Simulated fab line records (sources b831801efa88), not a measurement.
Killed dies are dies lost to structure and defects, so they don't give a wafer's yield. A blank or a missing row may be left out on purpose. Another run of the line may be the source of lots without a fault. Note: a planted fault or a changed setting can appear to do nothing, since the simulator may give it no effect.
fab line records	flow sky130
record lots=24	wafers=72	last-day=50
route steps=708 shown FIELD_ISO@18 NWELL@34 DNWELL@44 VT_ADJUST_HVTP@95 VT_ADJUST_NCORE@130 SONOS_ONO@173
lots that met no fault: taken from a fault-free run of the same line
start-h: hours from the record's opening day to when the first of the lot's shown wafers began	wait-h: hours from the lot's prior step to this one	" unchanged from the row above	L1.1+2: several wafers, shown together as one row	- either no value or no given start	* or withheld: withheld	< > ~ a bound
route shown NAME@n: names a module that has steps shown in the file, with the first one's number in the route	usual: the fault-free wafers' mean and standard deviation	same: alike in all rows	chamber/n: place in a boat	sites: the reading at each site	_std_site: standard deviation of those values	_edge_site: mean of outer sites minus mean of inner sites	radius-mm: for every site, how far away it sits from the centre of the wafer	mask NAME#n: copy n	behind: tool/chamber where the wafer was last shaped	hold: the reason the lot was held/the length of the hold in hours/how it ended	device: names the non-switching transistor (n, p or np)	end of line: at the end of the route, the tests of the same wafers	a step given without rows: its recipe and nothing more	killed: at the first sort, the dies lost to defects and structure; wafer yield is something else	map: shows each die of a wafer: x if killed, . if not, _ if none is there
set.NAME: the setting the step ran with; set.NAME@STEP: the setting that earlier step ran with	model.NAME: the simulator's own value behind a step, which no gauge read
the route's steps for a sample of lots (tables are steps, rows are wafers)
services: a tool's chamber out of use, with start hour (start-h, from the record's first day; less than 0 if before it), hours out, and reason
## steps
# step SKY_FIELD_ISO_ETCH_17
# recipe target-depth-a=3420	mask-material=Si3N4	chemistry=HBr/Cl2/O2	target=Si	taper-deg=5	icp-w=600	bias-w=150	pressure-mtorr=15	HBr_flow_sccm=150	Cl2_flow_sccm=40	O2_flow_sccm=6	time-s=97.7
# usual bias-w=150.0/0.41	drypump-motor-current-A=5.6/0.5	he-backside-leak-sccm=2.71/0.16	oes-product-au=0.997/0.0089	throttle-valve-pct=25.658/0.0099
lot.wafer	tool	chamber	start-h	wait-h	bias-w	drypump-motor-current-A	he-backside-leak-sccm	oes-product-au	rf-hours-counter-h	throttle-valve-pct
L074.3	rie-si-01	3	29.37	0.0	150.7	6.6	2.69	0.998	31	25.665
L074.5	"	1	"	"	149.8	5.7	2.73	1.012	-	25.658
L074.6	"	0	"	"	150.0	5.8	2.88	0.984	-	25.666
L075.1	rie-si-02	3	35.14	0.1	150.6	5.5	2.70	0.985	53	25.663
L075.4	"	1	"	"	150.0	5.8	2.62	0.996	67	25.656
L075.6	"	3	"	"	150.6	5.5	3.04	0.977	-	25.661
L076.1	rie-si-01	0	38.94	0.1	150.2	5.8	2.83	1.005	0	25.655
L076.2	"	3	"	"	149.7	6.6	2.75	1.006	31	25.661
L076.6	"	0	"	"	150.1	5.8	2.81	0.993	-	25.663
L077.1	rie-si-02	3	46.57	0.1	150.1	5.5	2.87	0.992	53	25.653
L077.4	"	1	"	"	149.8	5.9	2.63	0.976	67	25.673
L077.5	"	1	"	"	150.1	5.8	2.68	0.996	-	25.664
L078.1	rie-si-02	3	49.81	0.1	150.7	5.5	2.84	1.002	53	25.653
L078.3	"	2	"	"	150.2	5.6	2.62	1.008	155	25.676
L078.6	"	3	"	"	150.3	5.5	2.82	0.985	-	25.663
L079.3	rie-si-01	3	55.97	0.0	150.2	6.6	2.66	1.007	31	25.662
L079.4	"	0	"	"	150.1	5.8	2.77	1.001	0	25.669
L079.5	"	3	"	"	150.0	6.6	2.65	0.989	-	25.663
L080.2	rie-si-01	2	62.52	0.1	150.4	4.8	2.94	0.998	143	25.650
L080.5	"	3	"	"	149.6	6.6	2.68	0.995	-	25.661
L080.6	"	2	"	"	150.3	4.9	2.82	1.007	-	25.663
L081.3	rie-si-02	0	66.64	0.0	150.9	5.1	2.47	1.008	2	25.650
L081.5	"	0	"	"	150.7	5.1	2.52	1.010	-	25.651
L081.6	"	1	"	"	150.3	5.8	2.63	0.996	-	25.665
L082.2	rie-si-01	1	70.62	0.1	150.0	5.7	2.84	1.010	2	25.650
L082.5	"	3	"	"	149.8	6.6	2.81	0.998	-	25.676
L082.6	"	2	"	"	149.8	4.9	2.74	1.008	-	25.645
L083.1	rie-si-01	2	75.51	0.1	149.9	4.8	2.82	1.005	143	25.640
L083.2	"	3	"	"	148.9	6.6	2.83	1.000	31	25.647
L083.4	"	1	"	"	150.0	5.7	2.82	1.007	2	25.637
L084.1	rie-si-01	2	80.07	0.1	150.3	4.9	2.82	0.988	143	25.672
L084.5	"	3	"	"	149.4	6.6	2.73	0.990	-	25.655
L084.6	"	0	"	"	150.0	5.8	2.71	0.991	-	25.661
L085.3	rie-si-02	2	86.09	0.0	149.5	5.6	2.57	0.980	0	25.669
L085.5	"	1	"	"	150.5	5.8	2.64	0.989	-	25.655
L085.6	"	0	"	"	149.5	5.1	2.49	1.011	-	25.652
L086.1	rie-si-02	3	90.61	0.1	150.0	5.5	3.05	0.988	53	25.664
L086.2	"	0	"	"	150.6	5.1	2.53	1.006	2	25.660
L086.4	"	1	"	"	150.0	5.8	2.67	0.996	68	25.665
L087.2	rie-si-01	3	96.21	0.1	150.3	6.6	2.61	0.993	31	25.666
L087.3	"	1	"	"	149.8	5.7	2.85	0.999	2	25.651
L087.5	"	1	"	"	150.3	5.7	2.85	1.009	-	25.660
L088.1	rie-si-01	1	100.81	0.1	148.6	5.7	2.87	1.004	3	25.649
L088.2	"	3	"	"	149.7	6.6	2.83	0.996	31	25.658
L088.4	"	2	"	"	149.4	4.9	2.84	1.009	144	25.654
L089.2	rie-si-01	1	107.87	0.1	150.0	5.7	2.77	1.005	3	25.653
L089.5	"	3	"	"	150.4	6.6	2.69	0.992	-	25.661
L089.6	"	2	"	"	149.7	4.8	2.81	0.996	-	25.662
L090.2	rie-si-02	0	114.07	0.1	149.0	5.1	2.77	0.998	2	25.663
L090.4	"	3	"	"	150.3	5.5	2.98	0.980	53	25.674
L090.5	"	1	"	"	149.5	5.8	2.62	1.000	-	25.644
L091.3	rie-si-02	2	117.41	0.0	149.8	5.7	2.58	0.987	0	25.667
L091.4	"	3	"	"	149.8	5.5	2.70	0.993	53	25.663
L091.5	"	2	"	"	150.2	5.6	2.56	0.989	-	25.645
L092.2	rie-si-02	1	123.57	0.1	150.1	5.9	2.59	1.004	68	25.640
L092.4	"	0	"	"	149.8	5.1	2.67	0.998	2	25.659
L092.6	"	2	"	"	150.4	5.6	2.46	0.992	-	25.641
L093.1	rie-si-02	2	128.96	0.1	150.6	5.6	2.39	0.995	0	25.651
L093.2	"	3	"	"	149.3	5.5	2.85	0.986	54	25.662
L093.6	"	2	"	"	149.8	5.6	2.39	0.999	-	25.658
L094.1	rie-si-01	0	133.71	0.1	150.0	5.8	2.79	1.000	1	25.650
L094.3	"	1	"	"	149.9	5.7	2.86	1.004	3	25.653
L094.6	"	3	"	"	150.1	6.6	2.78	1.006	-	25.652
L095.1	rie-si-02	1	138.89	0.1	150.6	5.8	2.65	0.996	68	25.674
L095.3	"	2	"	"	149.9	5.6	2.52	0.985	1	25.664
L095.5	"	0	"	"	149.7	5.1	2.28	0.999	-	25.655
L096.3	rie-si-01	1	144.47	0.0	149.6	5.7	2.81	1.005	3	25.651
L096.5	"	1	"	"	150.1	5.7	2.90	1.000	-	25.644
L096.6	"	2	"	"	149.2	4.9	2.42	0.982	-	25.677
L097.1	rie-si-02	3	150.02	0.1	150.5	5.5	3.16	0.994	54	25.662
L097.2	"	0	"	"	150.3	5.0	2.44	0.996	3	25.645
L097.5	"	3	"	"	150.0	5.5	3.15	0.994	-	25.653
# step SKY_NWELL_THK_MEAS_02
# recipe reads=SiO2_of_NWELL_OXIDATION_01
# usual NWELL_OXIDATION_THK=10.03/0.19
lot.wafer	tool	chamber	start-h	wait-h	NWELL_OXIDATION_THK[nm]
L074.3	film-metro-04	-	38.37	0.0	10.09
L074.5	"	-	"	"	10.37
L074.6	"	-	"	"	10.42
L075.1	film-metro-01	-	43.59	0.0	9.99
L075.4	"	-	"	"	10.08
L075.6	"	-	"	"	9.98
L076.1	film-metro-02	-	47.88	0.0	10.21
L076.2	"	-	"	"	10.13
L076.6	"	-	"	"	10.25
L077.1	film-metro-01	-	53.10	0.0	10.18
L077.4	"	-	"	"	10.08
L077.5	"	-	"	"	10.18
L078.1	film-metro-04	-	56.24	0.0	9.78
L078.3	"	-	"	"	10.06
L078.6	"	-	"	"	9.88
L079.3	film-metro-01	-	63.05	0.0	10.22
L079.4	"	-	"	"	10.05
L079.5	"	-	"	"	10.00
L080.2	film-metro-02	-	69.72	0.0	10.14
L080.5	"	-	"	"	10.04
L080.6	"	-	"	"	10.13
L081.3	film-metro-01	-	73.05	0.0	10.08
L081.5	"	-	"	"	9.85
L081.6	"	-	"	"	9.79
L082.2	film-metro-02	-	76.15	0.0	9.83
L082.5	"	-	"	"	9.97
L082.6	"	-	"	"	9.78
L083.1	film-metro-02	-	83.87	0.0	10.22
L083.2	"	-	"	"	10.21
L083.4	"	-	"	"	10.16
L084.1	film-metro-04	-	88.22	0.0	10.36
L084.5	"	-	"	"	10.35
L084.6	"	-	"	"	10.42
L085.3	film-metro-01	-	93.95	0.0	9.71
L085.5	"	-	"	"	9.98
L085.6	"	-	"	"	9.87
L086.1	film-metro-04	-	98.03	0.0	10.06
L086.2	"	-	"	"	9.99
L086.4	"	-	"	"	10.20
L087.2	film-metro-04	-	103.14	0.0	10.01
L087.3	"	-	"	"	10.02
L087.5	"	-	"	"	10.18
L088.1	film-metro-01	-	108.81	0.0	9.99
L088.2	"	-	"	"	10.19
L088.4	"	-	"	"	10.00
L089.2	film-metro-04	-	113.89	0.0	10.20
L089.5	"	-	"	"	10.02
L089.6	"	-	"	"	9.91
L090.2	film-metro-04	-	121.14	0.0	9.96
L090.4	"	-	"	"	10.17
L090.5	"	-	"	"	9.86
L091.3	film-metro-01	-	126.37	0.0	9.76
L091.4	"	-	"	"	9.84
L091.5	"	-	"	"	9.88
L092.2	film-metro-01	-	133.03	0.0	9.99
L092.4	"	-	"	"	9.96
L092.6	"	-	"	"	9.91
L093.1	film-metro-01	-	136.80	0.0	9.93
L093.2	"	-	"	"	10.10
L093.6	"	-	"	"	10.06
L094.1	film-metro-02	-	140.51	0.0	9.72
L094.3	"	-	"	"	9.82
L094.6	"	-	"	"	9.63
L095.1	film-metro-01	-	144.43	0.0	10.41
L095.3	"	-	"	"	10.40
L095.5	"	-	"	"	10.50
L096.3	film-metro-04	-	153.31	0.0	9.75
L096.5	"	-	"	"	9.73
L096.6	"	-	"	"	9.83
L097.1	film-metro-04	-	159.05	0.0	9.78
L097.2	"	-	"	"	9.77
L097.5	"	-	"	"	9.86
# step SKY_DNWELL_TW_MEAS_09
# usual DNWELL_TW=1106/11
lot.wafer	tool	chamber	start-h	wait-h	DNWELL_TW
L074.3	film-metro-04	-	53.92	0.1	1122
L074.5	"	-	"	"	1130
L074.6	"	-	"	"	1131
L075.1	film-metro-02	-	59.70	0.1	1107
L075.4	"	-	"	"	1102
L075.6	"	-	"	"	1113
L076.1	film-metro-02	-	64.80	0.1	1109
L076.2	"	-	"	"	1115
L076.6	"	-	"	"	1105
L077.1	film-metro-01	-	69.55	0.1	1100
L077.4	"	-	"	"	1100
L077.5	"	-	"	"	1096
L078.1	film-metro-02	-	73.37	0.1	1101
L078.3	"	-	"	"	1098
L078.6	"	-	"	"	1104
L079.3	film-metro-04	-	79.74	0.1	1119
L079.4	"	-	"	"	1104
L079.5	"	-	"	"	1111
L080.2	film-metro-02	-	86.73	0.1	1105
L080.5	"	-	"	"	1107
L080.6	"	-	"	"	1106
L081.3	film-metro-04	-	89.74	0.1	1116
L081.5	"	-	"	"	1114
L081.6	"	-	"	"	1111
L082.2	film-metro-01	-	93.43	0.1	1091
L082.5	"	-	"	"	1097
L082.6	"	-	"	"	1091
L083.1	film-metro-02	-	101.40	0.1	1105
L083.2	"	-	"	"	1106
L083.4	"	-	"	"	1111
L084.1	film-metro-02	-	106.02	0.1	1106
L084.5	"	-	"	"	1103
L084.6	"	-	"	"	1110
L085.3	film-metro-04	-	112.02	0.1	1117
L085.5	"	-	"	"	1113
L085.6	"	-	"	"	1121
L086.1	film-metro-01	-	115.95	0.1	1092
L086.2	"	-	"	"	1100
L086.4	"	-	"	"	1090
L087.2	film-metro-04	-	121.66	0.1	1119
L087.3	"	-	"	"	1117
L087.5	"	-	"	"	1124
L088.1	film-metro-01	-	127.05	0.1	1092
L088.2	"	-	"	"	1089
L088.4	"	-	"	"	1094
L089.2	film-metro-02	-	131.81	0.1	1101
L089.5	"	-	"	"	1110
L089.6	"	-	"	"	1104
L090.2	film-metro-04	-	140.61	0.1	1122
L090.4	"	-	"	"	1120
L090.5	"	-	"	"	1127
L091.3	film-metro-02	-	145.47	0.1	1118
L091.4	"	-	"	"	1114
L091.5	"	-	"	"	1109
L092.2	film-metro-02	-	153.06	0.1	1114
L092.4	"	-	"	"	1112
L092.6	"	-	"	"	1107
L093.1	film-metro-01	-	156.80	0.1	1090
L093.2	"	-	"	"	1086
L093.6	"	-	"	"	1087
L094.1	film-metro-01	-	160.32	0.1	1091
L094.3	"	-	"	"	1096
L094.6	"	-	"	"	1090
L095.1	film-metro-01	-	164.20	0.1	1093
L095.3	"	-	"	"	1082
L095.5	"	-	"	"	1093
L096.3	film-metro-02	-	173.37	0.1	1104
L096.5	"	-	"	"	1107
L096.6	"	-	"	"	1102
L097.1	film-metro-02	-	179.65	0.1	1102
L097.2	"	-	"	"	1099
L097.5	"	-	"	"	1105
# step SKY_VT_ADJUST_HVTP_STRIP_10
# recipe chemistry=O2/N2	power-w=1400	pressure-mtorr=1500	platen-temp-c=withheld	o2-flow-sccm=3000	n2-flow-sccm=300	overash-fraction=0.5
# usual drypump-motor-current-A=5.9/0.44	oes-product-au=0.716/0.0048	strip-time-to-endpoint-s=14.18/0.03
# same overash-fraction=0.5
lot.wafer	tool	chamber	start-h	wait-h	drypump-motor-current-A	oes-product-au	rf-hours-counter-h	strip-time-to-endpoint-s
L074.3	plasma-asher-04	1	123.96	0.1	6.0	0.713	-	14.18
L074.5	"	1	"	"	6.0	0.716	-	14.16
L074.6	"	0	"	"	6.0	0.710	-	14.14
L075.1	plasma-asher-04	0	131.50	0.1	6.0	0.712	44	14.13
L075.4	"	1	"	"	6.0	0.722	-	14.15
L075.6	"	0	"	"	6.0	0.713	-	14.14
L076.1	plasma-asher-03	1	137.19	0.1	5.9	0.708	2	14.21
L076.2	"	0	"	"	6.5	0.718	2	14.15
L076.6	"	1	"	"	5.8	0.714	-	14.16
L077.1	plasma-asher-04	0	142.83	0.1	6.0	0.720	45	14.17
L077.4	"	0	"	"	6.0	0.718	-	14.18
L077.5	"	0	"	"	6.0	0.723	-	14.17
L078.1	plasma-asher-04	0	148.20	0.1	6.0	0.720	46	14.18
L078.3	"	1	"	"	6.0	0.715	-	14.19
L078.6	"	1	"	"	6.0	0.715	-	14.18
L079.3	plasma-asher-03	1	154.55	0.1	5.9	0.714	-	14.23
L079.4	"	0	"	"	6.5	0.715	-	14.25
L079.5	"	0	"	"	6.5	0.711	-	14.20
L080.2	plasma-asher-02	1	162.13	0.1	5.1	0.727	46	14.19
L080.5	"	0	"	"	5.2	0.711	-	14.22
L080.6	"	1	"	"	5.1	0.719	-	14.26
L081.3	plasma-asher-04	1	166.73	0.1	6.0	0.718	-	14.14
L081.5	"	0	"	"	6.0	0.714	-	14.19
L081.6	"	1	"	"	6.0	0.714	-	14.17
L082.2	plasma-asher-04	1	171.53	0.1	6.0	0.712	48	14.19
L082.5	"	1	"	"	6.0	0.724	-	14.16
L082.6	"	0	"	"	6.0	0.714	-	14.23
L084.1	plasma-asher-02	1	183.78	0.1	5.1	0.719	48	14.19
L084.5	"	1	"	"	5.1	0.718	-	14.16
L084.6	"	0	"	"	5.2	0.705	-	14.16
L083.1	plasma-asher-02	1	188.74	0.1	5.1	0.712	49	14.20
L083.2	"	0	"	"	5.2	0.711	49	14.19
L083.4	"	1	"	"	5.2	0.719	-	14.20
L085.3	plasma-asher-03	0	191.56	0.1	6.5	0.711	-	14.17
L085.5	"	1	"	"	5.8	0.717	-	14.16
L085.6	"	0	"	"	6.5	0.714	-	14.13
L086.1	plasma-asher-03	1	196.73	0.1	5.8	0.712	7	14.16
L086.2	"	0	"	"	6.5	0.721	7	14.22
L086.4	"	1	"	"	5.9	0.718	-	14.19
L087.2	plasma-asher-03	0	204.03	0.1	6.5	0.717	8	14.15
L087.3	"	1	"	"	5.8	0.719	-	14.12
L087.5	"	1	"	"	5.8	0.718	-	14.16
L088.1	plasma-asher-03	1	209.89	0.1	5.9	0.723	9	14.19
L088.2	"	0	"	"	6.5	0.724	9	14.16
L088.4	"	1	"	"	5.9	0.709	-	14.19
L089.2	plasma-asher-02	1	215.89	0.1	5.2	0.715	52	14.17
L089.5	"	0	"	"	5.2	0.719	-	14.19
L089.6	"	1	"	"	5.1	0.715	-	14.17
L090.2	plasma-asher-04	0	224.99	0.1	6.0	0.719	54	14.18
L090.4	"	0	"	"	6.0	0.711	-	14.16
L090.5	"	0	"	"	6.0	0.717	-	14.17
L091.3	plasma-asher-03	1	230.71	0.1	5.9	0.717	-	14.16
L091.4	"	0	"	"	6.5	0.719	-	14.22
L091.5	"	0	"	"	6.5	0.725	-	14.17
L092.2	plasma-asher-04	0	238.70	0.1	6.0	0.702	55	14.17
L092.4	"	1	"	"	6.0	0.719	-	14.14
L092.6	"	0	"	"	6.0	0.711	-	14.16
L093.1	plasma-asher-04	0	243.40	0.1	5.9	0.718	56	14.24
L093.2	"	1	"	"	6.0	0.713	56	14.18
L093.6	"	1	"	"	6.0	0.714	-	14.20
L094.1	plasma-asher-02	0	246.13	0.1	5.2	0.718	55	14.20
L094.3	"	1	"	"	5.2	0.718	-	14.17
L094.6	"	1	"	"	5.2	0.712	-	14.22
L095.1	plasma-asher-02	1	252.34	0.1	5.1	0.718	55	14.20
L095.3	"	0	"	"	5.2	0.718	-	14.18
L095.5	"	1	"	"	5.2	0.718	-	14.20
L096.3	plasma-asher-03	1	264.59	0.1	5.8	0.717	-	14.19
L096.5	"	1	"	"	5.9	0.713	-	14.18
L096.6	"	0	"	"	6.5	0.710	-	14.14
L097.1	plasma-asher-04	1	269.34	0.1	6.0	0.717	58	14.21
L097.2	"	0	"	"	6.0	0.717	58	14.17
L097.5	"	0	"	"	6.0	0.715	-	14.19
# step SKY_VT_ADJUST_NCORE_TW_MEAS_11
# usual VT_ADJUST_NCORE_TW=217.9/1.7
lot.wafer	tool	chamber	start-h	wait-h	VT_ADJUST_NCORE_TW
L074.3	film-metro-04	-	183.51	0.1	219.4
L074.5	"	-	"	"	218.5
L074.6	"	-	"	"	219.7
L075.1	film-metro-04	-	192.54	0.1	219.1
L075.4	"	-	"	"	219.4
L075.6	"	-	"	"	218.6
L076.1	film-metro-04	-	200.35	0.1	219.7
L076.2	"	-	"	"	219.1
L076.6	"	-	"	"	218.3
L077.1	film-metro-01	-	204.44	0.1	215.7
L077.4	"	-	"	"	217.4
L077.5	"	-	"	"	216.0
L078.1	film-metro-04	-	211.69	0.1	219.5
L078.3	"	-	"	"	218.7
L078.6	"	-	"	"	219.4
L079.3	film-metro-01	-	218.12	0.1	216.2
L079.4	"	-	"	"	216.2
L079.5	"	-	"	"	216.2
L080.2	film-metro-04	-	225.75	0.1	219.6
L080.5	"	-	"	"	219.3
L080.6	"	-	"	"	218.9
L081.3	film-metro-01	-	231.02	0.1	214.4
L081.5	"	-	"	"	216.7
L081.6	"	-	"	"	217.0
L082.2	film-metro-03	-	235.31	0.1	218.3
L082.5	"	-	"	"	217.3
L082.6	"	-	"	"	218.7
L084.1	film-metro-03	-	249.90	0.1	218.1
L084.5	"	-	"	"	220.3
L084.6	"	-	"	"	219.2
L083.1	film-metro-01	-	254.99	0.1	216.9
L083.2	"	-	"	"	217.6
L083.4	"	-	"	"	217.0
L085.3	film-metro-01	-	257.87	0.1	218.0
L085.5	"	-	"	"	217.8
L085.6	"	-	"	"	218.6
L086.1	film-metro-04	-	264.60	0.1	219.8
L086.2	"	-	"	"	220.8
L086.4	"	-	"	"	218.3
L087.2	film-metro-01	-	273.61	0.1	217.9
L087.3	"	-	"	"	217.4
L087.5	"	-	"	"	217.2
L088.1	film-metro-03	-	279.55	0.1	218.7
L088.2	"	-	"	"	217.3
L088.4	"	-	"	"	218.6
L089.2	film-metro-01	-	286.26	0.1	216.1
L089.5	"	-	"	"	215.6
L089.6	"	-	"	"	215.7
L090.2	film-metro-01	-	295.31	0.1	215.8
L090.4	"	-	"	"	214.6
L090.5	"	-	"	"	214.6
L091.3	film-metro-01	-	301.22	0.1	216.6
L091.4	"	-	"	"	216.1
L091.5	"	-	"	"	216.7
L092.2	film-metro-01	-	308.76	0.1	216.7
L092.4	"	-	"	"	214.9
L092.6	"	-	"	"	215.9
L093.1	film-metro-01	-	314.40	0.1	214.2
L093.2	"	-	"	"	214.6
L093.6	"	-	"	"	215.2
L094.1	film-metro-04	-	316.89	0.1	219.7
L094.3	"	-	"	"	220.4
L094.6	"	-	"	"	220.6
L095.1	film-metro-03	-	325.59	0.1	218.9
L095.3	"	-	"	"	219.1
L095.5	"	-	"	"	218.5
L096.3	film-metro-03	-	338.77	0.1	220.4
L096.5	"	-	"	"	220.1
L096.6	"	-	"	"	220.2
L097.1	film-metro-03	-	342.75	0.1	219.7
L097.2	"	-	"	"	219.8
L097.5	"	-	"	"	219.3
# step SKY_SONOS_ONO_THK_MEAS_05
# recipe reads=SiO2_of_SONOS_ONO_CVD_04
# usual SONOS_ONO_CVD_04_THK=5.67/0.1
lot.wafer	tool	chamber	start-h	wait-h	SONOS_ONO_CVD_04_THK[nm]
L074.3	film-metro-03	-	253.43	0.0	5.66
L074.5	"	-	"	"	5.57
L074.6	"	-	"	"	5.72
L075.1	film-metro-01	-	267.30	0.0	5.63
L075.4	"	-	"	"	5.63
L075.6	"	-	"	"	5.64
L076.1	film-metro-01	-	302.27	0.0	5.62
L076.2	"	-	"	"	5.64
L076.6	"	-	"	"	5.73
L077.1	film-metro-03	-	302.27	0.0	5.69
L077.4	"	-	"	"	5.73
L077.5	"	-	"	"	5.81
L078.1	film-metro-04	-	302.27	0.0	5.59
L078.3	"	-	"	"	5.44
L078.6	"	-	"	"	5.55
L080.2	film-metro-04	-	303.53	0.0	5.55
L080.5	"	-	"	"	5.75
L080.6	"	-	"	"	5.72
L079.3	film-metro-01	-	303.54	0.0	5.95
L079.4	"	-	"	"	5.85
L079.5	"	-	"	"	5.88
L081.3	film-metro-01	-	309.47	0.0	5.45
L081.5	"	-	"	"	5.59
L081.6	"	-	"	"	5.67
L082.2	film-metro-04	-	309.50	0.0	5.59
L082.5	"	-	"	"	5.71
L082.6	"	-	"	"	5.72
L084.1	film-metro-04	-	327.86	0.0	5.51
L084.5	"	-	"	"	5.50
L084.6	"	-	"	"	5.63
L083.1	film-metro-03	-	332.08	0.0	5.79
L083.2	"	-	"	"	5.65
L083.4	"	-	"	"	5.73
L085.3	film-metro-03	-	339.38	0.0	5.64
L085.5	"	-	"	"	5.78
L085.6	"	-	"	"	5.78
L086.1	film-metro-04	-	343.10	0.0	5.62
L086.2	"	-	"	"	5.73
L086.4	"	-	"	"	5.78
L087.2	film-metro-03	-	353.20	0.0	5.88
L087.3	"	-	"	"	5.81
L087.5	"	-	"	"	5.89
L088.1	film-metro-03	-	359.87	0.0	5.70
L088.2	"	-	"	"	5.72
L088.4	"	-	"	"	5.76
L089.2	film-metro-03	-	367.38	0.0	5.55
L089.5	"	-	"	"	5.52
L089.6	"	-	"	"	5.63
L090.2	film-metro-04	-	377.17	0.0	5.75
L090.4	"	-	"	"	5.67
L090.5	"	-	"	"	5.59
L091.3	film-metro-04	-	386.07	0.0	5.58
L091.4	"	-	"	"	5.69
L091.5	"	-	"	"	5.71
L092.2	film-metro-01	-	396.45	0.0	5.71
L092.4	"	-	"	"	5.73
L092.6	"	-	"	"	5.68
L093.1	film-metro-03	-	407.53	0.0	5.58
L093.2	"	-	"	"	5.66
L093.6	"	-	"	"	5.45
L094.1	film-metro-04	-	409.79	0.0	5.60
L094.3	"	-	"	"	5.62
L094.6	"	-	"	"	5.63
L095.1	film-metro-03	-	415.84	0.0	5.73
L095.3	"	-	"	"	5.71
L095.5	"	-	"	"	5.57
L096.3	film-metro-03	-	431.03	0.0	5.63
L096.5	"	-	"	"	5.53
L096.6	"	-	"	"	5.51
L097.1	film-metro-01	-	434.17	0.0	5.66
L097.2	"	-	"	"	5.89
L097.5	"	-	"	"	5.87
## services
tool	chamber	start-h	hours	kind
plasma-asher-04	-	14.42	2.7	repair
rie-si-01	-	16.28	0.3	repair
rie-si-02	3	16.59	8.9	repair
plasma-asher-03	-	37.22	2.8	pm
plasma-asher-04	-	56.87	5.3	repair
rie-si-02	2	58.76	-	clean
rie-si-02	2	58.76	23.9	scheduled-down
rie-si-02	2	58.76	23.9	vent-cycle
plasma-asher-04	-	66.85	1.3	repair
plasma-asher-02	-	87.43	9.8	repair
plasma-asher-03	-	108.75	9.0	pm
plasma-asher-03	0	108.75	9.0	vent-cycle
plasma-asher-03	1	108.75	9.0	vent-cycle
rie-si-01	2	109.85	-	clean
rie-si-01	2	109.85	27.8	scheduled-down
rie-si-01	2	109.85	27.8	vent-cycle
plasma-asher-03	0	117.75	-	clean
plasma-asher-03	1	117.75	-	clean
plasma-asher-02	-	138.18	0.9	repair
rie-si-01	-	140.75	2.8	pm
rie-si-01	3	210.56	30.5	repair
plasma-asher-03	-	212.11	17.1	repair
rie-si-01	-	250.98	1.1	repair
rie-si-01	3	253.83	5.3	repair
## key
fault none
